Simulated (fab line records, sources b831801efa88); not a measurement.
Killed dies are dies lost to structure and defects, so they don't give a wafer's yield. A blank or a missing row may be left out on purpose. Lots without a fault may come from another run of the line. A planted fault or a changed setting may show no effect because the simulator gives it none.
Split-lot experiment | flow sfq_line | 5 lots, 23 wafers read, on a route of 325 steps

THE SPLIT
At SFQ_TRILAYER_INCOMING_OXIDATION_002 (target thk 500 nm, ox time 4939 s), the setting temp_c was moved away from the recipe's 1000 C on 20 of the 23 wafers read, by -2.7% to +3.0%. The other wafers ran this setting at the recipe's value.

The reading is taken at the split's own step.

THE READING
SiO2_of_TRILAYER_INCOMING_OXIDATION_002.thk_nm (the simulator's own value, which no gauge read), in nm, at SFQ_TRILAYER_INCOMING_OXIDATION_002 (target thk 500 nm, ox time 4939 s). The file gives no usual value for it. The 3 wafers here that ran the recipe average 499.0 nm, standard deviation 3.7 nm.

wafer  | tool, chamber at the split | temp_c as run, C | against the recipe | SiO2_of_TRILAYER_INCOMING_OXIDATION_002.thk_nm, nm | against lot-mates on the recipe
L078.1 | -, -                       | 978.8            | -2.1%              | 426                                                | no lot-mate on the recipe
L078.3 | -, -                       | 978.8            | -2.1%              | 427.9                                              | no lot-mate on the recipe
L078.4 | -, -                       | 978.8            | -2.1%              | 423.3                                              | no lot-mate on the recipe
L078.5 | -, -                       | 978.8            | -2.1%              | 426.1                                              | no lot-mate on the recipe
L078.6 | -, -                       | 978.8            | -2.1%              | 418.6                                              | no lot-mate on the recipe
L079.3 | furnace-02, 0              | 1000             | recipe             | 503.9                                              | -
L079.4 | furnace-02, 0              | 1000             | recipe             | 498.4                                              | -
L079.5 | furnace-02, 0              | 1000             | recipe             | 494.8                                              | -
L081.1 | -, -                       | 973.1            | -2.7%              | 406                                                | no lot-mate on the recipe
L081.3 | -, -                       | 973.1            | -2.7%              | 406                                                | no lot-mate on the recipe
L081.4 | -, -                       | 973.1            | -2.7%              | 412.2                                              | no lot-mate on the recipe
L081.5 | -, -                       | 973.1            | -2.7%              | 413.2                                              | no lot-mate on the recipe
L081.6 | -, -                       | 973.1            | -2.7%              | 401.9                                              | no lot-mate on the recipe
L083.1 | -, -                       | 1025             | +2.5%              | 585.4                                              | no lot-mate on the recipe
L083.2 | -, -                       | 1025             | +2.5%              | 574.6                                              | no lot-mate on the recipe
L083.3 | -, -                       | 1025             | +2.5%              | 577.1                                              | no lot-mate on the recipe
L083.5 | -, -                       | 1025             | +2.5%              | 586.2                                              | no lot-mate on the recipe
L083.6 | -, -                       | 1025             | +2.5%              | 575                                                | no lot-mate on the recipe
L085.1 | -, -                       | 1030             | +3.0%              | 588                                                | no lot-mate on the recipe
L085.3 | -, -                       | 1030             | +3.0%              | 585.2                                              | no lot-mate on the recipe
L085.4 | -, -                       | 1030             | +3.0%              | 592.4                                              | no lot-mate on the recipe
L085.5 | -, -                       | 1030             | +3.0%              | 594.2                                              | no lot-mate on the recipe
L085.6 | -, -                       | 1030             | +3.0%              | 587.8                                              | no lot-mate on the recipe

THE FIT
A straight line over all 23 wafers: SiO2_of_TRILAYER_INCOMING_OXIDATION_002.thk_nm changes by +32.6 nm for each +1% of temp_c; r = +1.00; the points scatter about the line by 5 nm.
Too few moved wafers have a lot-mate on the recipe to fit a line with each lot's own level taken away.

THE FILE'S OWN FIT
SiO2_of_TRILAYER_INCOMING_OXIDATION_002.thk_nm changes by +32.6 nm for each +1% of temp_c, r = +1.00.
